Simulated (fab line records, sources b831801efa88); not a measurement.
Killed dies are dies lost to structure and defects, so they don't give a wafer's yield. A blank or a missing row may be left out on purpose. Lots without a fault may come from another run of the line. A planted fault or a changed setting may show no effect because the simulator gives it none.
fab line records | flow sfq_line
record lots=6 wafers=16 last_day=94
route steps=325 shown JJ@194 M5@198
lots that met no fault: from a run of the same line without faults
start_h: hours from the record's first day to the start of the lot's first wafer shown | wait_h: hours since the lot's step before | " the same as in the row above | L1.1+2: a row that stands for several wafers | - no value, or no start given | * or withheld: withheld | < > ~ a bound
route shown NAME@n: a module of which the file shows steps, and the number in the route of the first | usual: mean/standard deviation of fault-free wafers | same: alike in all rows | chamber/n: place in a boat | sites: the reading at each site | _std_site: their standard deviation | _edge_site: outer sites' mean less inner sites' | radius_mm: how far each site lies from the wafer's centre | mask NAME#n: copy n | behind: the tool/chamber that last shaped the wafer | hold: why the lot was held/for how many hours/how that ended | device: the transistor (n, p or np) that didn't switch | end of line: the same wafers' tests at the end of the route | a step without rows: its recipe alone | killed: dies lost to structure and defects at the first sort, not the wafer's yield | map: a wafer's dies, x killed, . not, _ none there
set.NAME: the setting as run; set.NAME@STEP: as run at that earlier step | model.NAME: the simulator's own value behind a step, which no gauge read
lots at some steps of the route; a table a step, a row a wafer
services: from which hour (start_h, from the record's first day; less than 0 if before it) a tool's chamber was out of use, for how many hours, and why
## steps
# step SFQ_TRILAYER_JJ_CE_ETCH_RIE_118
# recipe target=Nb stop_on=Al2O3 mask_material=PR taper_deg=13.257 over_etch_frac=0.15 time_s=97.7 chemistry=SF6 target_depth_nm=170 icp_w=600 bias_w=80 pressure_mtorr=10
# usual drypump_motor_current_A=5.9/0.39 oes_product_au=0.992/0.0087 rf_fwd_power_W=596.4/1.8
# columns lot.wafer tool chamber start_h wait_h drypump_motor_current_A oes_product_au rf_fwd_power_W rf_hours_counter_h
L305.2 rie_metal-04 1 1320.92 0.1 5.7 0.992 597.5 65
L305.5 " 1 " " 5.7 0.991 596.5 -
L305.6 " 0 " " 6.2 0.971 598.9 -
L306.1 rie_metal-02 1 1329.32 0.1 5.8 0.992 597.5 46
L306.3 " 0 " " 6.3 0.977 595.0 -
L306.6 " 1 " " 5.9 0.998 595.0 -
L311.1 rie_metal-04 0 1368.59 0.1 6.2 0.989 597.3 2
L311.4 " 1 " " 5.7 0.998 599.0 -
L314.1 rie_metal-04 0 1398.59 0.1 6.1 0.983 595.8 5
L314.4 " 1 " " 5.7 1.003 595.5 -
L321.1 rie_metal-02 1 1406.99 0.1 5.8 0.984 594.7 56
L321.5 " 0 " " 6.3 0.990 594.6 -
L321.6 " 1 " " 5.8 0.988 594.5 -
L323.1 rie_metal-02 1 1409.39 0.1 5.8 1.003 593.7 56
L323.3 " 1 " " 5.9 1.000 597.0 -
L323.5 " 1 " " 5.8 1.009 598.4 -
# step SFQ_TRILAYER_JJ_ANODIZE_ANODIZE_119
# recipe current_density_ma_cm2=withheld end_current_density_ma_cm2=withheld bath_temp_c=withheld
# step SFQ_TRILAYER_JJ_CE_STRIP_STRIP_120
# recipe gas=O2 power_w=200 platen_temp_c=40 overash_fraction=0.65 chemistry=O2 pressure_mtorr=50
# usual drypump_motor_current_A=5.6/0.47 oes_product_au=1.003/0.012
# columns lot.wafer tool chamber start_h wait_h drypump_motor_current_A oes_product_au rf_hours_counter_h
L305.2 rie_metal-02 1 1321.52 0.0 5.9 1.023 46
L305.5 " 0 " " 6.3 0.993 -
L305.6 " 1 " " 5.9 1.020 -
L306.1 rie_metal-04 1 1329.92 0.0 5.7 1.000 67
L306.3 " 1 " " 5.7 1.005 -
L306.6 " 1 " " 5.7 1.015 -
L311.1 rie_metal-01 1 1369.20 0.0 5.6 1.008 28
L311.4 " 1 " " 5.6 1.003 -
L314.1 rie_metal-01 0 1399.20 0.0 5.0 0.991 94
L314.4 " 0 " " 4.9 0.991 -
L321.1 rie_metal-01 1 1407.60 0.0 5.6 0.998 30
L321.5 " 0 " " 5.0 0.996 -
L321.6 " 1 " " 5.6 0.997 -
L323.1 rie_metal-01 0 1410.00 0.0 5.0 0.997 97
L323.3 " 0 " " 4.9 0.989 -
L323.5 " 0 " " 5.0 0.997 -
# step SFQ_TRILAYER_JJ_CE_STRIP_SOLV_CLEAN_121
# recipe chemistry=NMP temp_c=70 time_s=600
# step SFQ_TRILAYER_M5_LITHO_COAT_128
# recipe resist=BARC spin_rpm=3000 resist_thk_nm=62
# step SFQ_TRILAYER_M5_LITHO_COAT_123
# recipe resist=KrF spin_rpm=3000 resist_thk_nm=600
# step SFQ_TRILAYER_M5_LITHO_SOFTBAKE_127
# recipe temp_c=withheld time_s=withheld resist=KrF
# step SFQ_TRILAYER_M5_LITHO_EXPOSE_124
# recipe mask_id=M5 na=0.6 source_shape=conventional sigma_outer=0.65 target_cd_nm=700 dose_mj=14.4
# step SFQ_TRILAYER_M5_LITHO_PEB_126
# recipe peb_temp_c=115 peb_time_s=60 resist=KrF
# step SFQ_TRILAYER_M5_LITHO_DEVELOP_125
# recipe time_s=60 resist=KrF
# step SFQ_M5_OVL_MEAS_932
# usual M5_OVL=-1/3.9
# columns lot.wafer tool chamber start_h wait_h M5_OVL[nm]
L305.2 overlay-01 - 1423.89 0.1 -9
L305.5 " - " " -2
L305.6 " - " " -1
L306.1 overlay-02 - 1433.49 0.1 -6
L306.3 " - " " -7
L306.6 " - " " -8
L311.1 overlay-02 - 1487.97 0.1 -7
L311.4 " - " " -8
L314.1 overlay-02 - 1517.45 0.1 -1
L314.4 " - " " 4
L321.1 overlay-01 - 1530.65 0.1 0
L321.5 " - " " -4
L321.6 " - " " 3
L323.1 overlay-02 - 1537.65 0.1 0
L323.3 " - " " -3
L323.5 " - " " 1
# step SFQ_TRILAYER_M5_BARC_OPEN_METAL_ETCH_161
# recipe mask_material=PR chemistry=O2 target_depth_nm=125 target=BARC icp_w=600 bias_w=80 pressure_mtorr=10 time_s=41.7
# usual drypump_motor_current_A=5.9/0.51 oes_product_au=0.685/0.0049 rf_fwd_power_W=593.7/2.7
# columns lot.wafer tool chamber start_h wait_h drypump_motor_current_A oes_product_au rf_fwd_power_W rf_hours_counter_h
L305.2 rie_metal-03 1 1423.92 0.0 6.5 0.681 591.4 74
L305.5 " 1 " " 6.5 0.692 591.8 -
L305.6 " 0 " " 5.1 0.691 593.4 -
L306.1 rie_metal-04 0 1433.52 0.0 6.2 0.686 598.9 6
L306.3 " 1 " " 5.7 0.679 590.3 -
L306.6 " 1 " " 5.7 0.681 591.9 -
L311.1 rie_metal-04 0 1488.01 0.0 6.2 0.681 599.0 15
L311.4 " 0 " " 6.1 0.677 600.0 -
L314.1 rie_metal-04 0 1517.49 0.0 6.2 0.680 597.2 19
L314.4 " 1 " " 5.7 0.680 589.7 -
L321.1 rie_metal-02 1 1530.69 0.0 5.8 0.689 589.3 70
L321.5 " 0 " " 6.3 0.687 594.5 -
L321.6 " 1 " " 5.8 0.688 591.8 -
L323.1 rie_metal-03 0 1537.69 0.0 5.0 0.689 590.7 62
L323.3 " 0 " " 5.0 0.686 590.3 -
L323.5 " 0 " " 5.0 0.692 593.4 -
# step SFQ_TRILAYER_M5_ETCH_METAL_ETCH_126
# recipe target=Nb stop_on=SiO2 mask_material=PR over_etch_frac=0.15 time_s=203.2 chemistry=Cl2/BCl3 target_depth_nm=265 icp_w=600 bias_w=80 pressure_mtorr=10
# usual drypump_motor_current_A=5.9/0.51 oes_product_au=0.728/0.0061 rf_fwd_power_W=598.2/2
# columns lot.wafer tool chamber start_h wait_h drypump_motor_current_A oes_product_au rf_fwd_power_W rf_hours_counter_h model.KrF_of_TRILAYER_M5_LITHO_COAT_123.thk_nm model.SiO2_of_TRILAYER_I4_DEP_PECVD_099.thk_nm model.M5.feature_depth_nm
L305.2 rie_metal-03 1 1423.98 0.0 6.5 0.721 594.5 74 366.8 178.5 159.3
L305.5 " 1 " " 6.5 0.727 595.7 - 364.3 177.5 161
L305.6 " 0 " " 5.0 0.730 595.4 - 372.7 180.1 159.2
L306.1 rie_metal-04 0 1433.58 0.0 6.1 0.731 598.0 6 367.9 178.2 163.3
L306.3 " 1 " " 5.7 0.736 597.5 - 363.2 179.7 164.8
L306.6 " 1 " " 5.7 0.731 596.0 - 364.6 179 164.6
L311.1 rie_metal-04 0 1488.13 0.1 6.1 0.726 598.3 15 418.1 183.8 159.2
L311.4 " 0 " " 6.2 0.725 599.3 - 365 180.8 161.8
L314.1 rie_metal-04 0 1517.55 0.0 6.1 0.734 600.7 19 420.6 184.3 160.2
L314.4 " 1 " " 5.7 0.723 594.9 - 366.6 179.1 162.9
L321.1 rie_metal-02 1 1530.75 0.0 5.8 0.727 599.1 70 368.7 180.3 163.1
L321.5 " 0 " " 6.3 0.738 597.1 - 376.1 178.7 164.8
L321.6 " 1 " " 5.8 0.731 597.9 - 367.7 180.3 163.2
L323.1 rie_metal-03 0 1537.75 0.0 5.1 0.726 598.2 62 375.4 178 160.1
L323.3 " 0 " " 5.1 0.730 597.9 - 376 180.3 159.9
L323.5 " 0 " " 5.1 0.731 597.6 - 371.4 178.6 159.7
# step SFQ_TRILAYER_M5_STRIP_STRIP_127
# recipe gas=O2 power_w=200 platen_temp_c=40 overash_fraction=0.65 chemistry=O2 pressure_mtorr=50
# usual drypump_motor_current_A=5.9/0.5 oes_product_au=1.003/0.015
# columns lot.wafer tool chamber start_h wait_h drypump_motor_current_A oes_product_au rf_hours_counter_h
L305.2 rie_metal-03 1 1424.18 0.1 6.5 1.013 74
L305.5 " 1 " " 6.6 1.013 -
L305.6 " 0 " " 5.1 0.994 -
L306.1 rie_metal-04 0 1433.78 0.1 6.2 1.005 6
L306.3 " 1 " " 5.7 1.014 -
L306.6 " 1 " " 5.7 1.023 -
L311.1 rie_metal-04 0 1488.52 0.3 6.2 1.009 16
L311.4 " 0 " " 6.2 0.997 -
L314.1 rie_metal-04 0 1517.74 0.1 6.2 1.023 19
L314.4 " 1 " " 5.7 1.021 -
L321.1 rie_metal-02 1 1530.94 0.1 5.9 1.018 70
L321.5 " 0 " " 6.3 0.997 -
L321.6 " 1 " " 5.8 1.024 -
L323.1 rie_metal-03 0 1537.94 0.1 5.0 0.980 63
L323.3 " 0 " " 5.0 0.986 -
L323.5 " 0 " " 5.0 0.978 -
## services
# columns tool chamber start_h hours kind
rie_metal-03 - 1311.55 1.4 pm
rie_metal-04 0 1331.55 - clean
rie_metal-04 0 1331.55 - consumable_replace:focus_ring
rie_metal-04 0 1331.55 21.3 scheduled_down
rie_metal-04 0 1331.55 21.3 vent_cycle
rie_metal-01 1 1377.48 26.9 repair
rie_metal-04 - 1401.26 28.1 pm
rie_metal-01 0 1419.09 12.7 repair
rie_metal-01 1 1422.15 2.5 repair
rie_metal-01 - 1429.45 0.6 repair
rie_metal-02 - 1441.62 0.4 repair
rie_metal-02 - 1448.86 2.8 pm
rie_metal-04 1 1468.30 20.7 repair
rie_metal-02 - 1518.85 2.0 repair
rie_metal-02 1 1521.99 1.1 repair
rie_metal-01 - 1534.44 0.8 repair
## key
first_sign none at tools or gauges
model_effect step=SFQ_TRILAYER_M5_ETCH_METAL_ETCH_126 value=KrF_of_TRILAYER_M5_LITHO_COAT_123.thk_nm without=369.2 struck=419.4
met_at SFQ_TRILAYER_M5_ETCH_METAL_ETCH_126
struck_wafers L311.1,L314.1
onset_between 1433.58 1488.13
fault kind=process_parameter_drift tool=rie_metal-04 chamber=- onset_h=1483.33 steps=SFQ_TRILAYER_M5_ETCH_METAL_ETCH_126 channel=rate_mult offset=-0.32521 shape=step end_h=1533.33 scope=struck_wafers_only
